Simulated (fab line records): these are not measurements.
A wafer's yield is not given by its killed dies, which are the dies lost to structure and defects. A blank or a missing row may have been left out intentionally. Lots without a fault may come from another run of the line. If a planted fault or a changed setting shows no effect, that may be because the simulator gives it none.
fab line records	flow sky130
[record] lots = 7	wafers = 19	last_day = 49
route steps=708 shown VT_ADJUST_HVTP@93 VT_ADJUST_LVTN@97 PAD_OPEN@708
lots with no fault: from the same line, run without faults
start_h: hours from the record's first day to the start of the lot's first wafer shown	wait_h: hours from the lot's prior step to this one	" same as the row above	L1.1+2: one row covering several wafers at once	- no value, or no start was given	* or withheld: withheld	< > ~ a bound
route shown NAME@n: names a module that has steps shown in the file, with the first one's number in the route	usual: average and standard deviation across the fault-free wafers	same: alike in all rows	chamber/n: place in a boat	sites: the reading at each site	_std_site: standard deviation of those values	_edge_site: outer sites' mean less inner sites'	radius_mm: for every site, how far away it sits from the centre of the wafer	mask NAME#n: copy n	behind: tool/chamber where the wafer was last shaped	hold: why the lot was held/for how many hours/how that ended	device: whichever transistor did not switch (one of n, p or np)	end of line: tests of these same wafers at the route's end	where a step has no rows: the recipe by itself	killed: dies lost to structure and defects at the first sort, not the wafer's yield	map: a wafer's dies, x killed, . not, _ none there
set.NAME: setting as actually run; set.NAME@STEP: the setting as run at that earlier step	model.NAME: the simulator's own value behind a step, which no gauge read
lots at selected steps of the route; one table per step, one row per wafer
services: from which hour (start_h, from the record's first day; less than 0 if before it) a tool's chamber was out of use, for how many hours, and why
[[steps]]
[step SKY_VT_ADJUST_HVTP_OVL_MEAS_08]
[usual] VT_ADJUST_HVTP_OVL = -0.8/1.8
lot.wafer	tool	chamber	start_h	wait_h	VT_ADJUST_HVTP_OVL[nm]
L608.2	overlay-01	-	121.27	0.1	0.6
L608.3	"	-	"	"	3.1
L608.4	"	-	"	"	2.2
L610.2	overlay-01	-	141.29	0.1	-1.3
L610.3	"	-	"	"	-3.4
L610.6	"	-	"	"	-1.8
L621.2	overlay-01	-	202.99	0.1	-1.7
L621.5	"	-	"	"	0.5
L621.6	"	-	"	"	-1.2
L622.2	overlay-01	-	211.63	0.1	-3.5
L622.5	"	-	"	"	-2.9
L623.3	overlay-01	-	219.49	0.1	0.1
L623.6	"	-	"	"	0.1
L624.2	overlay-02	-	226.83	0.1	-1.1
L624.3	"	-	"	"	-1.9
L624.6	"	-	"	"	-1.5
L628.2	overlay-01	-	247.14	0.1	-3.7
L628.4	"	-	"	"	-3.1
L628.5	"	-	"	"	-2.6
[step SKY_VT_ADJUST_HVTP_IMPLANT_09]
[recipe] species = As	energy_kev = 150	dose_cm2 = 4.3e+12	tilt_deg = withheld
[step SKY_VT_ADJUST_HVTP_STRIP_10]
[recipe] chemistry = O2/N2	power_w = 1400	pressure_mtorr = 1500	platen_temp_c = withheld	o2_flow_sccm = 3000	n2_flow_sccm = 300	overash_fraction = 0.5
[usual] drypump_motor_current_A = 5.6/0.52	oes_product_au = 0.716/0.0046	strip_time_to_endpoint_s = 14.17/0.039
lot.wafer	tool	chamber	start_h	wait_h	drypump_motor_current_A	oes_product_au	rf_hours_counter_h	strip_time_to_endpoint_s
L608.2	plasma_asher-01	0	121.45	0.1	5.3	0.717	0	14.24
L608.3	"	0	"	"	5.3	0.726	-	14.24
L608.4	"	1	"	"	5.6	0.724	-	14.20
L610.2	plasma_asher-03	0	141.47	0.1	5.8	0.709	45	14.18
L610.3	"	1	"	"	4.9	0.722	-	14.18
L610.6	"	1	"	"	4.9	0.713	-	14.13
L621.2	plasma_asher-03	1	203.17	0.1	4.9	0.718	51	14.12
L621.5	"	0	"	"	5.8	0.718	-	14.10
L621.6	"	1	"	"	4.9	0.717	-	14.07
L622.2	plasma_asher-03	1	211.81	0.1	4.9	0.719	52	14.16
L622.5	"	0	"	"	5.8	0.709	-	14.18
L623.3	plasma_asher-04	0	219.70	0.1	5.2	0.709	-	14.11
L623.6	"	0	"	"	5.2	0.703	-	14.19
L624.2	plasma_asher-03	1	227.01	0.1	4.9	0.719	53	14.14
L624.3	"	0	"	"	5.8	0.711	-	14.15
L624.6	"	0	"	"	5.8	0.721	-	14.12
L628.2	plasma_asher-03	1	247.32	0.1	4.9	0.719	55	14.19
L628.4	"	0	"	"	5.8	0.715	-	14.24
L628.5	"	0	"	"	5.8	0.716	-	14.23
[step SKY_VT_ADJUST_HVTP_TW_MEAS_11]
[usual] VT_ADJUST_HVTP_TW = 1348/9
lot.wafer	tool	chamber	start_h	wait_h	VT_ADJUST_HVTP_TW
L608.2	film_metro-02	-	121.56	0.1	1359
L608.3	"	-	"	"	1360
L608.4	"	-	"	"	1358
L610.2	film_metro-04	-	141.58	0.1	1366
L610.3	"	-	"	"	1355
L610.6	"	-	"	"	1355
L621.2	film_metro-03	-	203.28	0.1	1351
L621.5	"	-	"	"	1339
L621.6	"	-	"	"	1343
L622.2	film_metro-03	-	211.92	0.1	1345
L622.5	"	-	"	"	1344
L623.3	film_metro-03	-	219.79	0.1	1336
L623.6	"	-	"	"	1331
L624.2	film_metro-04	-	227.12	0.1	1342
L624.3	"	-	"	"	1348
L624.6	"	-	"	"	1344
L628.2	film_metro-03	-	247.43	0.1	1342
L628.4	"	-	"	"	1339
L628.5	"	-	"	"	1338
[step SKY_VT_ADJUST_LVTN_DEHYDRATE_00]
[recipe] temp_c = 200	time_s = 60
[step SKY_VT_ADJUST_LVTN_HMDS_01]
[recipe] prime_time_s = 60	prime_temp_c = 120
[step SKY_VT_ADJUST_LVTN_COAT_02]
[recipe] spin_rpm = 2000	resist_thk_nm = 3000
[step SKY_VT_ADJUST_LVTN_SOFTBAKE_03]
[recipe] temp_c = 110	time_s = withheld
[step SKY_VT_ADJUST_LVTN_EXPOSE_04]
[recipe] mask_id = NWM_COMPLEMENT_LESS_NATIVE	na = 0.6	source_shape = conventional	sigma_outer = 0.6	polarization = unpolarized	target_cd_nm = 840	dose_mj = 194
[step SKY_VT_ADJUST_LVTN_PEB_05]
[recipe] temp_c = 115	time_s = withheld
[step SKY_VT_ADJUST_LVTN_DEVELOP_06]
[recipe] wall_angle_deg = 90	developer = TMAH	develop_time_s = 60	dev_temp_c = 23
[step SKY_VT_ADJUST_LVTN_OVL_MEAS_07]
[usual] VT_ADJUST_LVTN_OVL = -0.5/1.3
lot.wafer	tool	chamber	start_h	wait_h	VT_ADJUST_LVTN_OVL[nm]
L608.2	overlay-02	-	139.90	-	-0.9
L608.3	"	-	"	"	0.0
L608.4	"	-	"	"	1.2
L610.2	overlay-01	-	161.00	-	-0.1
L610.3	"	-	"	"	1.1
L610.6	"	-	"	"	1.2
L621.2	overlay-01	-	224.21	-	-0.3
L621.5	"	-	"	"	1.1
L621.6	"	-	"	"	2.7
L622.2	overlay-02	-	233.55	-	1.3
L622.5	"	-	"	"	0.8
L623.3	overlay-01	-	242.57	-	-2.4
L623.6	"	-	"	"	-2.0
L624.2	overlay-01	-	249.52	-	-2.0
L624.3	"	-	"	"	-2.7
L624.6	"	-	"	"	-0.9
L628.2	overlay-01	-	271.15	-	-1.9
L628.4	"	-	"	"	-3.6
L628.5	"	-	"	"	-3.0
[step SKY_VT_ADJUST_LVTN_IMPLANT_08]
[recipe] species = B	energy_kev = 30	dose_cm2 = 1.57e+12	tilt_deg = withheld
[usual] dose_ions_cm2 = 1.5699e+12/1.7e+09	end_station_pressure_torr = 5.04e-06/2.7e-07
lot.wafer	tool	chamber	start_h	wait_h	dose_ions_cm2	end_station_pressure_torr
L608.2	implanter-04	0	139.95	0.0	1.5681e+12	5.25e-06
L608.3	"	0	"	"	1.5706e+12	5.19e-06
L608.4	"	0	"	"	1.5659e+12	4.91e-06
L610.2	implanter-04	0	161.05	0.0	1.5705e+12	5.25e-06
L610.3	"	0	"	"	1.5684e+12	5.45e-06
L610.6	"	0	"	"	1.5692e+12	5.3e-06
L621.2	implanter-04	0	224.27	0.0	1.5696e+12	5.43e-06
L621.5	"	0	"	"	1.5664e+12	4.98e-06
L621.6	"	0	"	"	1.5689e+12	4.79e-06
L622.2	implanter-04	0	233.60	0.0	1.5685e+12	5.17e-06
L622.5	"	0	"	"	1.5718e+12	5.15e-06
L623.3	implanter-04	0	242.64	0.1	1.5695e+12	4.94e-06
L623.6	"	0	"	"	1.5689e+12	5e-06
L624.2	implanter-02	0	249.57	0.0	1.5698e+12	5.18e-06
L624.3	"	0	"	"	1.5723e+12	4.78e-06
L624.6	"	0	"	"	1.5722e+12	4.76e-06
L628.2	implanter-03	0	271.20	0.0	1.5719e+12	4.69e-06
L628.4	"	0	"	"	1.5682e+12	4.42e-06
L628.5	"	0	"	"	1.5687e+12	4.8e-06
[step SKY_VT_ADJUST_LVTN_STRIP_09]
[recipe] chemistry = O2/N2	power_w = 1400	pressure_mtorr = 1500	platen_temp_c = withheld	o2_flow_sccm = 3000	n2_flow_sccm = 300	overash_fraction = 0.5
[usual] drypump_motor_current_A = 5.7/0.57	oes_product_au = 0.722/0.0042	strip_time_to_endpoint_s = 36.89/0.11
lot.wafer	tool	chamber	start_h	wait_h	drypump_motor_current_A	oes_product_au	rf_hours_counter_h	strip_time_to_endpoint_s
L608.2	plasma_asher-04	0	140.08	0.1	5.2	0.721	46	36.82
L608.3	"	0	"	"	5.2	0.725	-	36.82
L608.4	"	1	"	"	6.5	0.723	-	36.82
L610.2	plasma_asher-01	0	161.18	0.1	5.3	0.721	4	36.91
L610.3	"	1	"	"	5.6	0.734	-	36.97
L610.6	"	1	"	"	5.6	0.725	-	36.76
L621.2	plasma_asher-01	1	224.39	0.1	5.6	0.723	10	36.96
L621.5	"	0	"	"	5.3	0.727	-	36.94
L621.6	"	1	"	"	5.6	0.723	-	37.09
L622.2	plasma_asher-01	1	233.73	0.1	5.6	0.723	11	36.79
L622.5	"	0	"	"	5.3	0.723	-	36.77
L623.3	plasma_asher-01	0	242.78	0.1	5.3	0.722	-	36.93
L623.6	"	0	"	"	5.3	0.719	-	36.92
L624.2	plasma_asher-02	0	249.70	0.1	6.8	0.725	44	36.80
L624.3	"	0	"	"	6.7	0.725	-	36.75
L624.6	"	0	"	"	6.7	0.717	-	36.77
L628.2	plasma_asher-02	1	271.33	0.1	5.4	0.738	46	37.06
L628.4	"	0	"	"	6.7	0.722	-	36.89
L628.5	"	0	"	"	6.8	0.723	-	36.92
[step SKY_VT_ADJUST_LVTN_TW_MEAS_10]
[usual] VT_ADJUST_LVTN_TW = 238.1/3
lot.wafer	tool	chamber	start_h	wait_h	VT_ADJUST_LVTN_TW
L608.2	film_metro-04	-	140.19	0.1	240.9
L608.3	"	-	"	"	241.3
L608.4	"	-	"	"	241.6
L610.2	film_metro-01	-	161.29	0.1	235.4
L610.3	"	-	"	"	234.2
L610.6	"	-	"	"	235.2
L621.2	film_metro-02	-	224.50	0.1	239.0
L621.5	"	-	"	"	216.2
L621.6	"	-	"	"	214.1
L622.2	film_metro-01	-	233.84	0.1	233.5
L622.5	"	-	"	"	210.4
L623.3	film_metro-02	-	242.86	0.1	242.0
L623.6	"	-	"	"	213.5
L624.2	film_metro-02	-	249.81	0.1	241.4
L624.3	"	-	"	"	240.9
L624.6	"	-	"	"	241.7
L628.2	film_metro-04	-	271.44	0.1	241.6
L628.4	"	-	"	"	241.4
L628.5	"	-	"	"	241.5
[step SKY_VT_ADJUST_LVTN_DEHYDRATE_11]
[recipe] temp_c = 200	time_s = 60
[step SKY_PAD_OPEN_PROBE_99]
[usual] killed_at_M0_to_M3 = 42/7.3	killed_at_M4_up = 3.4/2	killed_at_contacts = 24/5.8	killed_at_front_end = 15/4.6	killed_at_other = 0.3/0.62	killed_dies = 84/9.8	killed_open = 47/6.9	killed_short = 38/6.3
[same] gross_dies = 492	killed_at_back_side = 0
lot.wafer	tool	chamber	start_h	wait_h	killed_at_M0_to_M3	killed_at_M4_up	killed_at_contacts	killed_at_front_end	killed_at_other	killed_dies	killed_open	killed_short	model.etest.nfet_01v8.drive_ua_um_range	model.etest.nfet_01v8.drive_ua_um_rim_less_centre	model.etest.nfet_01v8.off_log10_a_um	model.etest.nfet_01v8_turned.off_log10_a_um	model.etest.nfet_01v8_lvt.vt_sat_v	model.etest.nfet_01v8_lvt.vt_v	model.etest.nfet_01v8_swapped.vt_sat_v	model.etest.nfet_01v8.vt_sat_v
L608.2	prober-01	-	1067.81	0.1	39	4	22	18	0	83	39	44	10.39	-7.094	-13.3	-13.41	0.5355	0.6049	0.6456	0.6424
L608.3	prober-01	-	1067.86	0.2	35	0	34	12	0	81	41	40	6.257	-0.0243	-13.33	-13.31	0.5336	0.6061	0.6435	0.643
L608.4	prober-01	-	1067.91	0.2	41	6	19	16	1	83	47	36	5.101	-1.141	-13.33	-13.26	0.5171	0.6001	0.6272	0.6256
L610.2	prober-02	-	1098.96	0.1	59	4	17	8	0	88	48	40	10.27	-0.8914	-13.37	-13.31	0.5507	0.6173	0.6558	0.6574
L610.3	prober-02	-	1099.01	0.2	41	6	22	9	0	78	43	35	7.849	-6.05	-13.3	-13.45	0.5392	0.6215	0.6592	0.6537
L610.6	prober-02	-	1099.16	0.2	33	2	17	15	0	67	39	28	6.336	-0.4634	-13.48	-13.3	0.5469	0.6175	0.6667	0.6628
L622.2	prober-02	-	1171.25	0.1	47	4	26	11	0	88	40	48	14.95	-7.419	-13.36	-13.41	0.5453	0.6233	0.6612	0.6592
L622.5	prober-02	-	1171.40	0.2	49	4	30	3	0	86	46	40	15.18	-6.303	-13.24	-13.28	0.5113	0.6078	0.6471	0.6425
L624.2	prober-01	-	1172.62	0.1	40	3	27	11	1	82	45	37	11.62	-2.851	-13.53	-13.47	0.5485	0.622	0.6637	0.6617
L624.3	prober-01	-	1172.67	0.2	35	7	36	16	0	94	51	43	9.858	2.2	-13.31	-13.52	0.5515	0.6291	0.6656	0.6627
L624.6	prober-01	-	1172.82	0.2	30	3	20	13	0	66	33	33	11.53	2.078	-13.32	-13.41	0.5406	0.6227	0.6583	0.6586
L621.2	prober-02	-	1173.00	0.1	50	5	17	13	0	85	40	45	10.08	0.9091	-13.39	-13.25	0.5423	0.6197	0.6499	0.6514
L621.5	prober-02	-	1173.15	0.2	37	2	17	9	0	65	33	32	20.93	-1.195	-13.2	-13.26	0.5037	0.5914	0.6314	0.6359
L621.6	prober-02	-	1173.20	0.2	49	3	26	17	1	96	43	53	18.78	-4.983	-13.25	-13.29	0.5081	0.596	0.636	0.639
L623.3	prober-02	-	1176.01	0.2	54	2	25	9	0	90	48	42	7.866	-6.404	-13.43	-13.41	0.5434	0.6156	0.6646	0.6559
L623.6	prober-02	-	1176.16	0.2	41	4	23	20	0	88	46	42	22.75	-7.503	-13.15	-13.35	0.5199	0.6048	0.6571	0.6483
L628.2	prober-01	-	1181.87	0.1	56	4	19	9	0	88	55	33	6.096	-4.864	-13.44	-13.39	0.5549	0.6256	0.6636	0.6634
L628.4	prober-01	-	1181.97	0.2	39	2	34	13	0	88	53	35	9.573	1.075	-13.38	-13.35	0.5499	0.6243	0.6613	0.6545
L628.5	prober-01	-	1182.02	0.2	45	1	21	16	3	86	52	34	17.32	-2.198	-13.36	-13.28	0.5294	0.6105	0.6503	0.6502
// killed by level:class
L608.2 VIA1:geometric_particle:open=11 METAL1:geometric_particle:short=7 CONTACT:geometric_particle:open=6 LOCAL_INTERCONNECT:geometric_particle:short=5 POLY_GATE:geometric_particle:short=5 CONTACT:geometric_particle:short=5 VIA1:geometric_particle:short=5 METAL2:geometric_particle:short=5
L608.3 CONTACT:geometric_particle:open=9 LI_CONTACT:geometric_particle:open=8 CONTACT:geometric_particle:short=7 METAL2:geometric_particle:short=6 VIA2:geometric_particle:open=6 LOCAL_INTERCONNECT:geometric_particle:short=5 VIA3:geometric_particle:open=5 VIA1:geometric_particle:short=5
L608.4 VIA1:geometric_particle:open=10 CONTACT:geometric_particle:open=7 LI_CONTACT:geometric_particle:open=6 METAL1:geometric_particle:short=6 VIA2:geometric_particle:open=5 POLY_GATE:geometric_particle:short=5 VIA3:geometric_particle:open=5 POLY_GATE:geometric_particle:open=4
L610.2 VIA1:geometric_particle:open=17 METAL2:geometric_particle:short=8 VIA2:geometric_particle:open=7 CONTACT:geometric_particle:open=6 VIA1:geometric_particle:short=6 VIA3:geometric_particle:open=6 FIELD_ISO:geometric_particle:open=5 LI_CONTACT:geometric_particle:open=5
L610.3 CONTACT:geometric_particle:open=10 VIA1:geometric_particle:open=9 VIA2:geometric_particle:open=8 METAL2:geometric_particle:short=7 LI_CONTACT:geometric_particle:open=4 LOCAL_INTERCONNECT:geometric_particle:short=4 METAL4:geometric_particle:short=4 VIA2:geometric_particle:short=4
L610.6 VIA1:geometric_particle:open=10 FIELD_ISO:geometric_particle:short=5 CONTACT:geometric_particle:short=5 VIA2:geometric_particle:open=5 FIELD_ISO:geometric_particle:open=4 POLY_GATE:geometric_particle:open=4 LI_CONTACT:geometric_particle:open=4 METAL2:geometric_particle:short=4
L622.2 CONTACT:geometric_particle:short=8 METAL2:geometric_particle:short=6 VIA1:geometric_particle:short=6 VIA1:geometric_particle:open=6 VIA3:geometric_particle:open=6 LI_CONTACT:geometric_particle:open=5 CONTACT:geometric_particle:open=5 METAL1:geometric_particle:short=5
L622.5 VIA1:geometric_particle:open=12 CONTACT:geometric_particle:open=11 VIA2:geometric_particle:open=10 LOCAL_INTERCONNECT:geometric_particle:short=7 LI_CONTACT:geometric_particle:open=6 VIA3:geometric_particle:short=6 VIA1:geometric_particle:short=5 METAL1:geometric_particle:short=4
L624.2 VIA1:geometric_particle:open=10 CONTACT:geometric_particle:open=9 LI_CONTACT:geometric_particle:open=7 VIA3:geometric_particle:open=7 METAL1:geometric_particle:short=5 LOCAL_INTERCONNECT:geometric_particle:short=4 CONTACT:geometric_particle:short=4 VIA1:geometric_particle:short=4
L624.3 CONTACT:geometric_particle:open=11 LI_CONTACT:geometric_particle:open=9 CONTACT:geometric_particle:short=6 VIA3:geometric_particle:open=6 VIA1:geometric_particle:open=6 POLY_GATE:geometric_particle:short=5 LOCAL_INTERCONNECT:geometric_particle:short=5 METAL2:geometric_particle:short=5
L624.6 CONTACT:geometric_particle:open=8 METAL2:geometric_particle:short=8 FIELD_ISO:geometric_particle:short=7 VIA1:geometric_particle:open=6 VIA2:geometric_particle:open=6 METAL1:geometric_particle:short=4 LI_CONTACT:geometric_particle:open=4 CONTACT:geometric_particle:short=4
L621.2 METAL1:geometric_particle:short=9 CONTACT:geometric_particle:open=8 VIA1:geometric_particle:short=8 VIA1:geometric_particle:open=6 METAL4:geometric_particle:short=5 VIA2:geometric_particle:short=5 VIA2:geometric_particle:open=5 VIA3:geometric_particle:open=5
L621.5 VIA3:geometric_particle:open=8 VIA1:geometric_particle:open=7 LI_CONTACT:geometric_particle:open=6 METAL1:geometric_particle:short=5 CONTACT:geometric_particle:short=4 VIA2:geometric_particle:open=4 FIELD_ISO:geometric_particle:short=3 LOCAL_INTERCONNECT:geometric_particle:short=3
L621.6 CONTACT:geometric_particle:short=9 CONTACT:geometric_particle:open=9 VIA1:geometric_particle:open=9 METAL2:geometric_particle:short=8 FIELD_ISO:geometric_particle:short=7 VIA3:geometric_particle:open=7 VIA1:geometric_particle:short=6 VIA2:geometric_particle:short=5
L623.3 VIA1:geometric_particle:open=14 CONTACT:geometric_particle:open=9 LI_CONTACT:geometric_particle:open=8 VIA2:geometric_particle:open=8 METAL1:geometric_particle:short=7 VIA1:geometric_particle:short=6 VIA3:geometric_particle:open=6 LOCAL_INTERCONNECT:geometric_particle:short=5
L623.6 CONTACT:geometric_particle:open=9 VIA1:geometric_particle:open=9 VIA3:geometric_particle:open=9 VIA2:geometric_particle:open=7 POLY_GATE:geometric_particle:short=6 LI_CONTACT:geometric_particle:open=6 METAL1:geometric_particle:short=5 FIELD_ISO:geometric_particle:short=4
L628.2 VIA1:geometric_particle:open=13 VIA2:geometric_particle:open=11 METAL2:geometric_particle:short=9 CONTACT:geometric_particle:open=9 VIA3:geometric_particle:open=7 LI_CONTACT:geometric_particle:open=5 FIELD_ISO:geometric_particle:short=3 VIA2:geometric_particle:short=3
L628.4 CONTACT:geometric_particle:open=17 LI_CONTACT:geometric_particle:open=7 VIA1:geometric_particle:open=6 VIA3:geometric_particle:open=6 METAL1:geometric_particle:short=5 LI_CONTACT:geometric_particle:short=5 CONTACT:geometric_particle:short=5 VIA2:geometric_particle:open=5
L628.5 VIA1:geometric_particle:open=11 CONTACT:geometric_particle:open=7 VIA3:geometric_particle:open=7 LI_CONTACT:geometric_particle:open=6 VIA2:geometric_particle:open=6 VIA1:geometric_particle:short=5 METAL1:geometric_particle:short=5 VIA2:geometric_particle:short=4
[[services]]
tool	chamber	start_h	hours	kind
plasma_asher-01	-	108.75	9.0	pm
plasma_asher-01	0	108.75	9.0	vent_cycle
plasma_asher-01	1	108.75	9.0	vent_cycle
implanter-03	-	115.22	3.0	pm
plasma_asher-01	0	117.75	-	clean
plasma_asher-01	1	117.75	-	clean
implanter-04	-	119.51	1.2	repair
plasma_asher-03	-	125.48	9.8	pm
plasma_asher-01	-	127.27	1.2	repair
plasma_asher-03	-	142.07	0.8	repair
implanter-03	-	145.10	24.1	pm
plasma_asher-03	-	167.32	0.3	repair
implanter-04	-	179.70	2.7	repair
implanter-02	-	207.88	4.3	pm
implanter-03	-	231.21	3.2	repair
[[key]]
[first_sign] step = SKY_VT_ADJUST_LVTN_TW_MEAS_10	reading = VT_ADJUST_LVTN_TW	direction = down	sigmas = 8.2	usual = 238.1	struck = 213.6
effect none on later readings
[model_effect] step = SKY_PAD_OPEN_PROBE_99	value = etest.nfet_01v8.drive_ua_um_range	without = 10.61	struck = 19.41
met_at SKY_VT_ADJUST_LVTN_IMPLANT_08
struck_wafers L621.5,L621.6,L622.5,L623.6
tester_left_out L621,L622,L623
onset_between 161.05 224.27
[fault] kind = process_parameter_drift	tool = implanter-04	chamber = -	onset_h = 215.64	steps = SKY_VT_ADJUST_LVTN_IMPLANT_08	channel = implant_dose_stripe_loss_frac	offset = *	shape = step	end_h = 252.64	scope = struck_wafers_only
// tester_left_out: of these lots the tester's yield and bins aren't shown, on N5 and GAA mostly nor the transistor test; their killed dies are dies lost to structure and defects alone, not to doping, threshold or leakage, so they don't give the yield
